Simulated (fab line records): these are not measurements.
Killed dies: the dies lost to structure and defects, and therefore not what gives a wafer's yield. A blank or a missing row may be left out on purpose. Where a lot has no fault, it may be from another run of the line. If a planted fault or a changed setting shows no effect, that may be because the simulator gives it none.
fab line records	flow sky130
record lots=6	wafers=18	lastDay=50
route steps=708 shown METAL5@671 PASSIVATION@681 PAD_OPEN@708
lots with no fault: from the same line, run without faults
startH: hours from the record's first day to the start of the lot's first wafer shown	waitH: hours elapsed since this lot's preceding step	" identical to the entry in the row above	L1.1+2: one row covering several wafers at once	- no value, or no start was given	* or withheld: withheld	< > ~ a bound
route shown NAME@n: NAME is a module with steps in the file, n the number in the route of the first one	usual: mean/standard deviation taken from wafers without a fault	same: alike in all rows	chamber/n: place in a boat	sites: each site's reading	_std_site: standard deviation of those values	_edge_site: outer sites' mean less inner sites'	radiusMm: how far each site lies from the wafer's centre	mask NAME#n: copy n	behind: tool/chamber where the wafer was last shaped	hold: cause of the lot's hold/its duration in hours/its outcome	device: the n, p or np transistor that did not switch	end of line: the route-end tests of the same wafers	a step with no rows: only its recipe	killed: count of dies lost to structure and defects at first sort (not the wafer's yield)	map: shows each die of a wafer: x if killed, . if not, _ if none is there
set.NAME: the setting as run; set.NAME@STEP: as run at that earlier step	model.NAME: the simulator's own value behind a step, which no gauge read
lots seen at some steps along the route; tables by step, rows by wafer
services: the hour from which a tool's chamber was out of use, counted from the record's first day as startH (under 0 if before that day), plus the number of hours and why
## steps
# step SKY_METAL5_SOFTBAKE_10
# recipe tempC=90	timeS=60	resist=NOVOLAK
# step SKY_METAL5_EXPOSE_11
# recipe maskId=MM5	na=0.6	sourceShape=conventional	sigmaOuter=0.6	polarization=unpolarized	targetCdNm=1600	doseMj=190
# step SKY_METAL5_PEB_12
# recipe tempC=withheld	timeS=*	resist=NOVOLAK
# step SKY_METAL5_DEVELOP_13
# recipe resist=NOVOLAK	developer=TMAH	developTimeS=60	devTempC=23
# step SKY_METAL5_DESCUM_14
# recipe chemistry=O2	sourcePowerW=150	biasPowerW=0	pressureMtorr=10	tempC=40	timeS=11
# usual drypumpMotorCurrentA=6.0/0.33	oesProductAu=0.998/0.019
lot.wafer	tool	chamber	startH	waitH	drypumpMotorCurrentA	oesProductAu	rfHoursCounterH
L319.1	rieMetal-04	0	1057.71	0.1	6.1	1.009	15
L319.2	"	1	"	"	6.4	1.004	18
L319.4	"	0	"	"	6.1	1.017	-
L320.3	rieMetal-04	1	1073.27	0.1	6.5	0.997	-
L320.5	"	1	"	"	6.5	0.997	-
L320.6	"	0	"	"	6.1	1.002	-
L323.2	rieMetal-01	1	1093.96	0.1	6.3	0.994	20
L323.5	"	1	"	"	6.3	0.995	-
L323.6	"	0	"	"	5.6	0.969	-
L334.3	rieMetal-04	0	1141.27	0.1	6.1	1.003	-
L334.4	"	1	"	"	6.5	1.028	-
L334.6	"	0	"	"	6.1	1.004	-
L336.1	rieMetal-01	1	1151.98	0.1	6.3	0.984	25
L336.3	"	0	"	"	5.6	0.966	-
L336.6	"	1	"	"	6.3	0.975	-
L337.4	rieMetal-03	0	1158.64	0.1	5.6	1.026	-
L337.5	"	1	"	"	6.1	1.005	-
L337.6	"	0	"	"	5.5	1.029	-
# step SKY_METAL5_METAL_ETCH_15
# recipe targetDepthA=12600	stopOn=SiO2	overEtchFrac=0.2	timeS=252	chemistry=Cl2/BCl3	resistSidewallDeg=86	pressureMtorr=10	icpW=900	biasW=48.5	Cl2_flow_sccm=60	bcl3FlowSccm=30
# usual drypumpMotorCurrentA=6.0/0.33	mfcCl2Sccm=60.00/0.17	oesProductAu=0.894/0.0047	throttleValvePct=22.265/0.0088
lot.wafer	tool	chamber	startH	waitH	drypumpMotorCurrentA	mfcCl2Sccm	oesProductAu	rfHoursCounterH	throttleValvePct
L319.1	rieMetal-04	0	1057.74	0.0	6.1	60.11	0.899	15	22.266
L319.2	"	1	"	"	6.5	59.84	0.895	19	22.264
L319.4	"	0	"	"	6.1	60.44	0.888	-	22.266
L320.3	rieMetal-04	1	1073.41	0.1	6.5	60.23	0.897	-	22.264
L320.5	"	1	"	"	6.4	59.95	0.892	-	22.280
L320.6	"	0	"	"	6.1	60.00	0.890	-	22.279
L323.2	rieMetal-01	1	1093.99	0.0	6.3	60.02	0.900	20	22.255
L323.5	"	1	"	"	6.3	60.26	0.898	-	22.262
L323.6	"	0	"	"	5.6	60.08	0.891	-	22.270
L334.3	rieMetal-04	0	1141.37	0.1	6.1	60.05	0.895	-	22.265
L334.4	"	1	"	"	6.5	60.21	0.890	-	22.264
L334.6	"	0	"	"	6.1	60.18	0.899	-	22.264
L336.1	rieMetal-01	1	1152.02	0.0	6.3	60.24	0.898	25	22.272
L336.3	"	0	"	"	5.6	59.86	0.901	-	22.261
L336.6	"	1	"	"	6.2	59.95	0.887	-	22.267
L337.4	rieMetal-03	0	1158.74	0.1	5.6	60.02	0.898	-	22.263
L337.5	"	1	"	"	6.1	59.98	0.891	-	22.268
L337.6	"	0	"	"	5.5	59.97	0.894	-	22.261
# step SKY_METAL5_STRIP_16
# recipe chemistry=O2/N2	powerW=1400	pressureMtorr=1500	platenTempC=withheld	o2FlowSccm=3000	n2FlowSccm=300	overashFraction=0.5
# usual drypumpMotorCurrentA=5.6/0.3	oesProductAu=0.711/0.0042	stripTimeToEndpointS=13.12/0.25
# same overashFraction=0.5
lot.wafer	tool	chamber	startH	waitH	drypumpMotorCurrentA	oesProductAu	rfHoursCounterH	stripTimeToEndpointS
L319.1	plasmaAsher-03	1	1057.98	0.2	5.1	0.706	60	13.15
L319.2	"	0	"	"	5.6	0.708	60	13.07
L319.4	"	0	"	"	5.6	0.711	-	13.11
L320.3	plasmaAsher-02	1	1073.65	0.1	5.5	0.704	-	13.16
L320.5	"	0	"	"	5.7	0.706	-	13.13
L320.6	"	1	"	"	5.5	0.720	-	13.17
L323.2	plasmaAsher-03	0	1094.23	0.2	5.6	0.708	63	13.29
L323.5	"	1	"	"	5.1	0.711	-	13.29
L323.6	"	0	"	"	5.6	0.709	-	13.37
L334.3	plasmaAsher-03	0	1141.56	0.1	5.6	0.714	-	13.21
L334.4	"	1	"	"	5.1	0.713	-	12.86
L334.6	"	0	"	"	5.7	0.707	-	13.10
L336.1	plasmaAsher-04	1	1152.25	0.2	5.8	0.715	41	13.34
L336.3	"	0	"	"	6.2	0.711	-	13.43
L336.6	"	1	"	"	5.8	0.711	-	13.45
L337.4	plasmaAsher-04	1	1158.93	0.1	5.8	0.718	-	12.74
L337.5	"	1	"	"	5.8	0.713	-	12.87
L337.6	"	0	"	"	6.2	0.717	-	12.74
# step SKY_METAL5_STRIP_17
# recipe chemistry=postEtchResidueRemover	timeS=1200	tempC=72.5
# step SKY_METAL5_CLEAN_18
# recipe chemistry=IPA	timeS=180	tempC=25
# step SKY_METAL5_CLEAN_19
# recipe chemistry=O3/DIW	dry=n2Spin
# step SKY_PASSIVATION_CVD_00
# recipe material=SiO2	targetThkNm=90	tempC=400	timeS=withheld	rfW=600
# usual heaterPowerW=737/120
lot.wafer	tool	chamber	startH	waitH	heaterPowerW
L319.1	pecvd-01	2	1058.57	0.0	540
L319.2	"	0	"	"	882
L319.4	"	0	"	"	866
L320.3	pecvd-02	2	1074.21	0.0	603
L320.5	"	0	"	"	647
L320.6	"	2	"	"	473
L323.2	pecvd-02	1	1094.96	0.0	621
L323.5	"	0	"	"	644
L323.6	"	1	"	"	636
L334.3	pecvd-01	1	1142.12	0.0	849
L334.4	"	2	"	"	537
L334.6	"	1	"	"	854
L336.1	pecvd-02	1	1152.84	0.0	757
L336.3	"	0	"	"	651
L336.6	"	2	"	"	588
L337.4	pecvd-01	0	1159.50	0.0	814
L337.5	"	1	"	"	766
L337.6	"	2	"	"	614
# step SKY_PASSIVATION_THK_MEAS_01
# recipe reads=SiO2_of_PASSIVATION_CVD_00
# usual PASSIVATION_CVD_00_THK=89.4/1.5
lot.wafer	tool	chamber	startH	waitH	PASSIVATION_CVD_00_THK[nm]
L319.1	filmMetro-04	-	1058.59	-	87.4
L319.2	"	-	"	"	86.7
L319.4	"	-	"	"	88.2
L320.3	filmMetro-03	-	1074.25	-	89.2
L320.5	"	-	"	"	91.0
L320.6	"	-	"	"	91.7
L323.2	filmMetro-03	-	1094.99	-	87.6
L323.5	"	-	"	"	91.9
L323.6	"	-	"	"	89.7
L334.3	filmMetro-04	-	1142.17	-	87.0
L334.4	"	-	"	"	89.0
L334.6	"	-	"	"	89.1
L336.1	filmMetro-02	-	1152.86	-	87.9
L336.3	"	-	"	"	90.3
L336.6	"	-	"	"	90.0
L337.4	filmMetro-02	-	1159.54	-	90.0
L337.5	"	-	"	"	91.0
L337.6	"	-	"	"	89.8
# step SKY_PASSIVATION_CVD_02
# recipe material=Si3N4	targetThkNm=540	tempC=400	timeS=withheld	rfW=450
# usual heaterPowerW=779/110
lot.wafer	tool	chamber	startH	waitH	heaterPowerW	model.Si3N4_of_PASSIVATION_CVD_02.thkNm
L319.1	pecvd-02	1	1058.65	0.1	672	543.2
L319.2	"	2	"	"	564	540.2
L319.4	"	2	"	"	598	544.5
L320.3	pecvd-03	2	1074.29	0.0	894	530.3
L320.5	"	1	"	"	861	533.7
L320.6	"	0	"	"	885	529.4
L323.2	pecvd-03	2	1095.04	0.0	806	533
L323.5	"	2	"	"	861	543.4
L323.6	"	1	"	"	885	548.2
L334.3	pecvd-03	1	1142.32	0.1	920	996.3
L334.4	"	0	"	"	819	985.1
L334.6	"	0	"	"	865	982.6
L336.1	pecvd-03	1	1152.92	0.1	748	972
L336.3	"	2	"	"	807	967.6
L336.6	"	1	"	"	772	984.5
L337.4	pecvd-02	1	1159.69	0.1	726	530.3
L337.5	"	0	"	"	718	541.6
L337.6	"	2	"	"	528	540.9
# step SKY_PASSIVATION_THK_MEAS_03
# recipe reads=Si3N4_of_PASSIVATION_CVD_02
# usual PASSIVATION_CVD_02_THK=537/7.4
lot.wafer	tool	chamber	startH	waitH	PASSIVATION_CVD_02_THK[nm]
L319.1	filmMetro-04	-	1058.88	-	543
L319.2	"	-	"	"	541
L319.4	"	-	"	"	544
L320.3	filmMetro-03	-	1074.54	-	530
L320.5	"	-	"	"	534
L320.6	"	-	"	"	530
L323.2	filmMetro-04	-	1095.28	-	533
L323.5	"	-	"	"	544
L323.6	"	-	"	"	548
L334.3	filmMetro-03	-	1142.56	-	997
L334.4	"	-	"	"	985
L334.6	"	-	"	"	982
L336.1	filmMetro-04	-	1153.15	-	972
L336.3	"	-	"	"	968
L336.6	"	-	"	"	984
L337.4	filmMetro-04	-	1159.83	-	530
L337.5	"	-	"	"	542
L337.6	"	-	"	"	541
# step SKY_PASSIVATION_DEHYDRATE_04
# recipe tempC=200	timeS=60
# step SKY_PASSIVATION_HMDS_05
# recipe primeTimeS=60	primeTempC=120
# step SKY_PASSIVATION_COAT_06
# recipe spinRpm=2000	resistThkNm=3000
# step SKY_PASSIVATION_SOFTBAKE_07
# recipe tempC=110	timeS=withheld
# step SKY_PASSIVATION_EXPOSE_08
# recipe maskId=NSM	targetCdNm=3000	na=0.57	doseMj=260
# step SKY_PASSIVATION_PEB_09
# recipe tempC=115	timeS=withheld
# step SKY_PASSIVATION_DEVELOP_10
# recipe developTimeS=60	devTempC=23
# step SKY_PASSIVATION_ETCH_11
# recipe chemistry=CF4/O2	targetDepthNm=725	stopOn=AlCu	sourceW=800	biasW=150	pressureMtorr=150	cf4FlowSccm=80	O2_flow_sccm=10	timeS=161.1
# usual cf4FlowSccm=79.95/0.24	drypumpMotorCurrentA=5.63/0.26	oesProductAu=0.975/0.0074	throttleValvePct=5.963/0.0092
lot.wafer	tool	chamber	startH	waitH	cf4FlowSccm	drypumpMotorCurrentA	oesProductAu	rfHoursCounterH	throttleValvePct	model.PASSIVATION.featureDepthNm	model.etch.depthNm
L319.1	rieDiel-03	0	1080.41	-	79.69	5.06	0.970	13	5.969	703.6	703.6
L319.2	"	1	"	"	80.19	5.89	0.979	28	5.959	700.4	700.4
L319.4	"	2	"	"	79.66	5.73	0.983	1	5.967	706.4	706.4
L320.3	rieDiel-01	2	1095.09	-	79.54	6.01	0.964	6	5.973	694.1	694.1
L320.5	"	0	"	"	80.12	5.58	0.972	-	5.971	697.7	697.7
L320.6	"	3	"	"	79.87	5.84	0.975	-	5.974	696.9	696.9
L323.2	rieDiel-01	3	1115.13	-	80.05	5.82	0.968	5	5.953	695.1	695.1
L323.5	"	0	"	"	80.25	5.58	0.984	-	5.974	711.1	711.1
L323.6	"	1	"	"	80.18	5.74	0.968	-	5.965	697.8	697.8
L334.3	rieDiel-04	2	1159.88	-	79.97	5.43	1.023	23	5.980	744.1	744.1
L334.4	"	2	"	"	79.79	5.44	1.008	-	5.959	738.7	738.7
L334.6	"	1	"	"	79.60	5.68	1.018	-	5.980	749	749
L336.1	rieDiel-04	3	1170.33	-	80.04	5.62	0.991	8	5.965	717	717
L336.3	"	0	"	"	79.89	5.77	1.014	6	5.982	749.9	749.9
L336.6	"	2	"	"	79.99	5.47	1.014	-	5.975	740.5	740.5
L337.4	rieDiel-04	0	1177.18	-	79.80	5.75	0.980	6	5.951	694.7	694.7
L337.5	"	2	"	"	80.11	5.46	0.991	-	5.961	706.8	706.8
L337.6	"	1	"	"	79.58	5.70	0.985	-	5.977	703.9	703.9
# step SKY_PASSIVATION_STRIP_12
# recipe chemistry=O2/N2	powerW=1400	pressureMtorr=1500	platenTempC=withheld	overashFraction=0.7	o2FlowSccm=3000	n2FlowSccm=300
# usual drypumpMotorCurrentA=5.75/0.27	oesProductAu=0.661/0.0044	stripTimeToEndpointS=31.56/0.16
# same overashFraction=0.7
lot.wafer	tool	chamber	startH	waitH	drypumpMotorCurrentA	oesProductAu	rfHoursCounterH	stripTimeToEndpointS
L319.1	plasmaAsher-02	1	1080.51	0.1	5.46	0.663	2	31.63
L319.2	"	0	"	"	5.71	0.661	2	31.74
L319.4	"	1	"	"	5.46	0.660	-	31.69
L320.3	plasmaAsher-04	1	1095.23	0.1	5.78	0.664	-	31.66
L320.5	"	1	"	"	5.80	0.652	-	31.52
L320.6	"	0	"	"	6.20	0.659	-	31.57
L323.2	plasmaAsher-04	1	1115.24	0.1	5.79	0.653	38	31.72
L323.5	"	0	"	"	6.18	0.660	-	31.56
L323.6	"	1	"	"	5.77	0.664	-	31.98
L334.3	plasmaAsher-01	0	1160.02	0.1	6.00	0.661	-	31.46
L334.4	"	1	"	"	5.41	0.661	-	31.48
L334.6	"	1	"	"	5.42	0.656	-	31.40
L336.1	plasmaAsher-01	0	1170.44	0.1	6.00	0.654	102	31.52
L336.3	"	0	"	"	6.03	0.660	-	31.21
L336.6	"	1	"	"	5.43	0.665	-	31.52
L337.4	plasmaAsher-01	1	1177.32	0.1	5.46	0.665	-	31.41
L337.5	"	1	"	"	5.44	0.666	-	31.48
L337.6	"	0	"	"	6.00	0.662	-	31.39
# step SKY_PAD_OPEN_PROBE_99
# usual defectLimitedYield=82.4/1.9	killed_at_M0_to_M3=42/7.1	killed_at_M4_up=3.0/1.7	killedAtContacts=25/5	killedAtFrontEnd=16/4.4	killedAtOther=0.5/1.4	killedDies=87/9.2	killedOnRim=18/4.3	killedOpen=47/6.2	killedShort=39/6.6	sort_bin_3_pad_short=0.9/0.46	sort_bin_5_function=10.3/1.6	sort_bin_6_memory=6.4/0.99	sortNPass=405/9.2	sortYieldPct=82.4/1.9
# same grossDies=492	killedAtBackSide=0	sort_bin_4_leakage[%]=0	sort_bin_8_speed[%]=0
lot.wafer	tool	chamber	startH	waitH	defectLimitedYield[%]	killed_at_M0_to_M3	killed_at_M4_up	killedAtContacts	killedAtFrontEnd	killedAtOther	killedDies	killedOnRim	killedOpen	killedShort	sort_bin_3_pad_short[%]	sort_bin_5_function[%]	sort_bin_6_memory[%]	sortNPass	sortYieldPct[%]
L319.1	prober-02	-	1102.95	0.1	82.1	40	3	32	12	1	88	20	49	38	0.6	11.0	6.3	404	82.1
L319.2	prober-02	-	1103.00	0.1	79.9	53	2	26	17	1	99	21	52	47	1.0	9.8	9.3	393	79.9
L319.4	prober-02	-	1103.10	0.2	81.5	53	3	18	17	0	91	15	43	48	1.2	11.2	6.1	401	81.5
L320.3	prober-02	-	1117.49	0.2	80.7	47	2	28	17	1	95	16	55	39	1.2	10.8	7.3	397	80.7
L320.5	prober-02	-	1117.59	0.2	82.1	44	1	21	22	0	88	17	49	38	1.0	10.6	6.3	404	82.1
L320.6	prober-02	-	1117.64	0.2	81.1	45	0	22	26	0	93	25	51	41	1.0	10.0	7.9	399	81.1
L323.2	prober-02	-	1136.35	0.1	81.5	38	4	27	21	1	91	19	52	38	1.4	10.4	6.7	401	81.5
L323.5	prober-02	-	1136.50	0.2	82.1	52	2	19	15	0	88	16	35	53	1.0	11.2	5.7	404	82.1
L323.6	prober-02	-	1136.55	0.2	81.7	47	3	27	13	0	90	25	42	48	1.0	10.8	6.5	402	81.7
L334.3	prober-02	-	1179.70	0.2	0	41	2	20	22	407	492	96	42	43	0.6	91.7	7.7	0	0
L334.4	prober-02	-	1179.75	0.2	0	35	0	25	16	416	492	96	45	31	1.2	92.5	6.3	0	0
L334.6	prober-02	-	1179.85	0.2	0	37	1	28	14	412	492	96	43	37	0.4	94.1	5.5	0	0
L336.1	prober-02	-	1188.30	0.1	0	36	3	30	9	414	492	96	45	33	0.8	92.9	6.3	0	0
L336.3	prober-02	-	1188.40	0.2	0	40	2	35	14	401	492	96	49	42	1.0	91.7	7.3	0	0
L336.6	prober-02	-	1188.55	0.2	0	41	1	25	19	406	492	96	50	36	1.0	93.7	5.3	0	0
L337.4	prober-01	-	1194.95	0.2	84.3	30	2	31	14	0	77	17	40	37	0.4	8.9	6.3	415	84.3
L337.5	prober-01	-	1195.00	0.2	80.1	47	4	28	19	0	98	15	53	45	1.0	11.6	7.3	394	80.1
L337.6	prober-01	-	1195.05	0.2	82.7	41	2	25	17	0	85	19	47	38	0.2	10.8	6.3	407	82.7
# killed by level:class
L319.1 CONTACT:geometricParticle:open=16 VIA2:geometricParticle:short=8 VIA1:geometricParticle:open=7 VIA2:geometricParticle:open=7 FIELD_ISO:geometricParticle:open=6 LI_CONTACT:geometricParticle:open=6 METAL1:geometricParticle:short=5 CONTACT:geometricParticle:short=5
L319.2 VIA1:geometricParticle:open=12 LI_CONTACT:geometricParticle:open=11 METAL2:geometricParticle:short=7 VIA2:geometricParticle:open=7 VIA1:geometricParticle:short=6 VIA3:geometricParticle:open=6 FIELD_ISO:geometricParticle:short=5 FIELD_ISO:geometricParticle:open=5
L319.4 VIA1:geometricParticle:open=8 VIA2:geometricParticle:open=8 METAL2:geometricParticle:short=7 VIA3:geometricParticle:open=6 FIELD_ISO:geometricParticle:open=5 LOCAL_INTERCONNECT:geometricParticle:short=5 CONTACT:geometricParticle:open=5 CONTACT:geometricParticle:short=5
L320.3 VIA2:geometricParticle:open=11 LOCAL_INTERCONNECT:geometricParticle:short=8 CONTACT:geometricParticle:open=8 VIA3:geometricParticle:open=8 METAL2:geometricParticle:short=8 LI_CONTACT:geometricParticle:open=6 VIA3:geometricParticle:short=5 FIELD_ISO:geometricParticle:open=4
L320.5 VIA2:geometricParticle:open=9 CONTACT:geometricParticle:open=8 VIA1:geometricParticle:open=8 FIELD_ISO:geometricParticle:short=6 LI_CONTACT:geometricParticle:open=6 METAL2:geometricParticle:short=6 FIELD_ISO:geometricParticle:open=5 POLY_GATE:geometricParticle:short=4
L320.6 CONTACT:geometricParticle:open=10 VIA1:geometricParticle:open=9 FIELD_ISO:geometricParticle:short=8 FIELD_ISO:geometricParticle:open=8 METAL2:geometricParticle:short=8 VIA3:geometricParticle:open=7 VIA2:geometricParticle:open=6 VIA2:geometricParticle:short=5
L323.2 CONTACT:geometricParticle:open=11 VIA1:geometricParticle:open=9 LI_CONTACT:geometricParticle:open=7 FIELD_ISO:geometricParticle:open=6 METAL2:geometricParticle:short=6 METAL1:geometricParticle:short=6 VIA3:geometricParticle:open=6 POLY_GATE:geometricParticle:short=5
L323.5 VIA1:geometricParticle:open=10 METAL2:geometricParticle:short=8 METAL1:geometricParticle:short=7 VIA2:geometricParticle:open=7 VIA1:geometricParticle:short=6 FIELD_ISO:geometricParticle:open=5 CONTACT:geometricParticle:short=5 LOCAL_INTERCONNECT:geometricParticle:short=5
L323.6 VIA1:geometricParticle:open=9 CONTACT:geometricParticle:short=8 METAL2:geometricParticle:short=8 VIA2:geometricParticle:open=7 CONTACT:geometricParticle:open=6 VIA3:geometricParticle:open=6 FIELD_ISO:geometricParticle:short=5 POLY_GATE:geometricParticle:open=5
L334.3 PASSIVATION:areaEtch=407 FIELD_ISO:geometricParticle:short=9 CONTACT:geometricParticle:open=8 VIA2:geometricParticle:open=6 FIELD_ISO:geometricParticle:open=5 VIA2:geometricParticle:short=5 VIA1:geometricParticle:open=5 METAL3:geometricParticle:short=5
L334.4 PASSIVATION:areaEtch=416 CONTACT:geometricParticle:open=9 VIA2:geometricParticle:open=8 VIA1:geometricParticle:open=8 FIELD_ISO:geometricParticle:open=6 VIA3:geometricParticle:short=5 LI_CONTACT:geometricParticle:open=5 LOCAL_INTERCONNECT:geometricParticle:short=5
L334.6 PASSIVATION:areaEtch=412 CONTACT:geometricParticle:open=10 LI_CONTACT:geometricParticle:open=7 FIELD_ISO:geometricParticle:open=6 CONTACT:geometricParticle:short=6 VIA3:geometricParticle:open=6 VIA1:geometricParticle:short=5 FIELD_ISO:geometricParticle:short=4
L336.1 PASSIVATION:areaEtch=414 CONTACT:geometricParticle:open=12 VIA1:geometricParticle:open=10 LI_CONTACT:geometricParticle:open=9 METAL2:geometricParticle:short=7 VIA2:geometricParticle:open=7 METAL1:geometricParticle:short=6 FIELD_ISO:geometricParticle:short=4
L336.3 PASSIVATION:areaEtch=400 CONTACT:geometricParticle:open=12 LI_CONTACT:geometricParticle:open=9 VIA1:geometricParticle:open=8 METAL2:geometricParticle:short=8 LI_CONTACT:geometricParticle:short=6 FIELD_ISO:geometricParticle:short=4 CONTACT:geometricParticle:short=4
L336.6 PASSIVATION:areaEtch=406 LI_CONTACT:geometricParticle:open=10 VIA1:geometricParticle:short=8 CONTACT:geometricParticle:open=7 VIA1:geometricParticle:open=7 VIA2:geometricParticle:open=7 POLY_GATE:geometricParticle:open=5 POLY_GATE:geometricParticle:short=5
L337.4 CONTACT:geometricParticle:short=9 CONTACT:geometricParticle:open=8 LI_CONTACT:geometricParticle:open=7 VIA1:geometricParticle:open=7 VIA3:geometricParticle:open=6 LOCAL_INTERCONNECT:geometricParticle:short=5 METAL1:geometricParticle:short=5 FIELD_ISO:geometricParticle:short=4
L337.5 VIA1:geometricParticle:open=16 CONTACT:geometricParticle:short=9 LI_CONTACT:geometricParticle:open=7 CONTACT:geometricParticle:open=7 METAL1:geometricParticle:short=7 VIA3:geometricParticle:open=7 FIELD_ISO:geometricParticle:open=5 VIA1:geometricParticle:short=5
L337.6 CONTACT:geometricParticle:open=11 FIELD_ISO:geometricParticle:open=9 CONTACT:geometricParticle:short=8 VIA2:geometricParticle:open=8 VIA1:geometricParticle:open=7 METAL1:geometricParticle:short=6 VIA3:geometricParticle:open=5 VIA1:geometricParticle:short=4
# map L334.3 (x killed, . not)
__________xxxxxxxxxx_________
________xxxxxxxxxxxxxx_______
______xxxxxxxxxxxxxxxxxx_____
_____xxxxxxxxxxxxxxxxxxxx____
____xxxxxxxxxxxxxxxxxxxxxx___
___xxxxxxxxxxxxxxxxxxxxxxxx__
__xxxxxxxxxxxxxxxxxxxxxxxxxx_
_xxxxxxxxxxxxxxxxxxxxxxxxxxxx
_xxxxxxxxxxxxxxxxxxxxxxxxxxxx
_xxxxxxxxxxxxxxxxxxxxxxxxxxxx
_xxxxxxxxxxxxxxxxxxxxxxxxxxxx
_xxxxxxxxxxxxxxxxxxxxxxxxxxxx
_xxxxxxxxxxxxxxxxxxxxxxxxxxxx
_xxxxxxxxxxxxxxxxxxxxxxxxxxxx
_xxxxxxxxxxxxxxxxxxxxxxxxxxxx
__xxxxxxxxxxxxxxxxxxxxxxxxxx_
___xxxxxxxxxxxxxxxxxxxxxxxx__
____xxxxxxxxxxxxxxxxxxxxxx___
_____xxxxxxxxxxxxxxxxxxxx____
______xxxxxxxxxxxxxxxxxx_____
________xxxxxxxxxxxxxx_______
__________xxxxxxxxxx_________
# map L336.1 (x killed, . not)
__________xxxxxxxxxx_________
________xxxxxxxxxxxxxx_______
______xxxxxxxxxxxxxxxxxx_____
_____xxxxxxxxxxxxxxxxxxxx____
____xxxxxxxxxxxxxxxxxxxxxx___
___xxxxxxxxxxxxxxxxxxxxxxxx__
__xxxxxxxxxxxxxxxxxxxxxxxxxx_
_xxxxxxxxxxxxxxxxxxxxxxxxxxxx
_xxxxxxxxxxxxxxxxxxxxxxxxxxxx
_xxxxxxxxxxxxxxxxxxxxxxxxxxxx
_xxxxxxxxxxxxxxxxxxxxxxxxxxxx
_xxxxxxxxxxxxxxxxxxxxxxxxxxxx
_xxxxxxxxxxxxxxxxxxxxxxxxxxxx
_xxxxxxxxxxxxxxxxxxxxxxxxxxxx
_xxxxxxxxxxxxxxxxxxxxxxxxxxxx
__xxxxxxxxxxxxxxxxxxxxxxxxxx_
___xxxxxxxxxxxxxxxxxxxxxxxx__
____xxxxxxxxxxxxxxxxxxxxxx___
_____xxxxxxxxxxxxxxxxxxxx____
______xxxxxxxxxxxxxxxxxx_____
________xxxxxxxxxxxxxx_______
__________xxxxxxxxxx_________
## services
tool	chamber	startH	hours	kind
plasmaAsher-02	-	1055.25	9.0	pm
rieMetal-04	-	1060.48	0.4	repair
plasmaAsher-03	-	1065.08	4.2	repair
plasmaAsher-03	-	1065.79	6.9	repair
pecvd-02	0	1066.75	2.1	scheduledDown
plasmaAsher-04	-	1066.93	3.0	repair
pecvd-01	-	1075.38	0.9	repair
pecvd-03	-	1082.90	2.8	pm
rieDiel-03	-	1084.58	4.0	repair
rieDiel-01	-	1092.01	2.8	pm
rieMetal-04	-	1093.87	2.8	pm
rieDiel-01	-	1096.63	0.5	repair
rieMetal-04	1	1106.23	-	clean
rieMetal-04	1	1106.23	21.1	scheduledDown
rieMetal-04	1	1106.23	21.1	ventCycle
rieDiel-04	-	1118.28	14.6	pm
rieMetal-04	0	1126.42	1.0	repair
rieMetal-01	1	1140.27	3.4	repair
pecvd-03	2	1142.04	5.5	scheduledDown
plasmaAsher-03	-	1142.25	3.7	repair
pecvd-03	0	1147.50	2.1	scheduledDown
plasmaAsher-02	-	1152.12	28.1	pm
pecvd-03	-	1155.03	14.6	pm
rieDiel-04	3	1156.30	4.6	repair
## key
firstSign step=SKY_PASSIVATION_THK_MEAS_03	reading=PASSIVATION_CVD_02_THK	direction=up	sigmas=60	usual=537	struck=981
effect step=SKY_PASSIVATION_ETCH_11	reading=oesProductAu	direction=up	sigmas=5	usual=0.975	struck=1.012
effect step=SKY_PAD_OPEN_PROBE_99	reading=killedAtOther	direction=up	sigmas=99+	usual=0.5	struck=409.3
modelEffect step=SKY_PASSIVATION_CVD_02	value=Si3N4_of_PASSIVATION_CVD_02.thkNm	without=531.8	struck=981.4
modelEffect step=SKY_PASSIVATION_ETCH_11	value=PASSIVATION.featureDepthNm	without=694.5	struck=739.9
moreKillsBornAt SKY_PASSIVATION_ETCH_11@rieDiel-04=2455
metAt SKY_PASSIVATION_CVD_02
struckWafers L334.3,L334.4,L334.6,L336.1,L336.3,L336.6
laterRowsLeftOut L334.3,L334.4,L334.6,L336.1,L336.3,L336.6
onsetBetween 1095.04 1142.32
fault kind=processParameterDrift	tool=pecvd-03	chamber=-	onsetH=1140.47	steps=SKY_PASSIVATION_CVD_02	channel=targetThkNm	offset=449.06	shape=step	endH=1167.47	actsIn=theseRecipesOnly	stated=540
# laterRowsLeftOut: the simulator's readings of these wafers behind a module that went badly wrong aren't trusted and aren't shown, but for the sort
